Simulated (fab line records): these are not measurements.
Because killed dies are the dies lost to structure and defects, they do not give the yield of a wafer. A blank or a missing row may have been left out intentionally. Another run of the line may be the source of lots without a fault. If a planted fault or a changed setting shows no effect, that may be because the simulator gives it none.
Chamber matching + flow sky130 + SKY_LI_CONTACT_CMP_02 on cmp-02 has 4 sister chambers
The step polishes PSG. 14 wafers are shown with their chamber, then 7 later ones without.

## WAFERS WITH THEIR CHAMBER
| wafer  | chamber | motor_current_A (A) | head_pressure_psi (psi) | time_to_endpoint_s (s) |
|--------|---------|---------------------|-------------------------|------------------------|
| L732.4 | 1       | 12.2                | 4.003                   | 34.6                   |
| L732.5 | 2       | 13.3                | 4.002                   | 33.4                   |
| L732.6 | 3       | 11.3                | 3.996                   | 34.8                   |
| L735.1 | 3       | 10.5                | 4.009                   | 29.4                   |
| L735.2 | 1       | 12.5                | 4.017                   | 28.4                   |
| L735.4 | 2       | 13.2                | 4.010                   | 28.0                   |
| L737.3 | 3       | 11.6                | 3.998                   | 30.2                   |
| L737.4 | 2       | 14.1                | 4.006                   | 28.7                   |
| L737.5 | 2       | 13.5                | 4.010                   | 28.7                   |
| L742.1 | 3       | 12.0                | 4.001                   | 32.5                   |
| L742.2 | 1       | 13.2                | 3.993                   | 30.4                   |
| L742.6 | 1       | 12.6                | 4.000                   | 32.6                   |
| L748.1 | 2       | 13.4                | 4.002                   | 30.6                   |
| L748.2 | 0       | 10.8                | 4.013                   | 30.1                   |

SIGNATURES, as means of the wafers listed above
| reading            | chamber 0 | chamber 1 | chamber 2 | chamber 3 | scatter within a chamber |
|--------------------|-----------|-----------|-----------|-----------|--------------------------|
| motor_current_A    | 10.800    | 12.625    | 13.500    | 11.350    | 0.473                    |
| head_pressure_psi  | 4.01300   | 4.00325   | 4.00600   | 4.00100   | 0.00683                  |
| time_to_endpoint_s | 30.100    | 31.500    | 29.880    | 31.725    | 2.42                     |
Rule: for each reading, subtract the chamber's mean from the wafer's reading, divide by that reading's scatter and square the result; add these up over the readings and take the root, which gives the wafer's distance from the chamber. The wafer belongs to the nearest chamber; if the next one is less than 2 further off, it can't be placed. The scatter is the square root of a quotient: the sum, over the shown wafers, of each reading's squared deviation from its chamber's mean, divided by wafers minus chambers.

## WAFERS MISSING THEIR CHAMBER
| wafer  | motor_current_A (A) | head_pressure_psi (psi) | time_to_endpoint_s (s) |
|--------|---------------------|-------------------------|------------------------|
| L748.5 | 11.6                | 4.004                   | 30.3                   |
| L752.1 | 11.1                | 4.007                   | 29.4                   |
| L752.4 | 12.4                | 3.998                   | 34.1                   |
| L752.5 | 10.9                | 3.978                   | 31.5                   |
| L754.1 | 13.1                | 3.995                   | 31.5                   |
| L754.3 | 11.3                | 3.997                   | 30.2                   |
| L754.5 | 10.5                | 4.013                   | 30.5                   |

## WHICH CHAMBER EACH WENT THROUGH
| wafer  | from the rows above          | in truth |
|--------|------------------------------|----------|
| L748.5 | can't be placed: 3 or 0 or 1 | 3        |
| L752.1 | can't be placed: 0 or 3      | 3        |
| L752.4 | can't be placed: 1 or 3 or 2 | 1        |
| L752.5 | can't be placed: 3 or 0 or 1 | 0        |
| L754.1 | can't be placed: 1 or 2      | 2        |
| L754.3 | can't be placed: 3 or 0      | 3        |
| L754.5 | can't be placed: 0 or 3      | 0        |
0 of 7 placed correctly. These rows do not allow placing 7 (true chamber among the candidates in 7). Placed wrongly: 0.
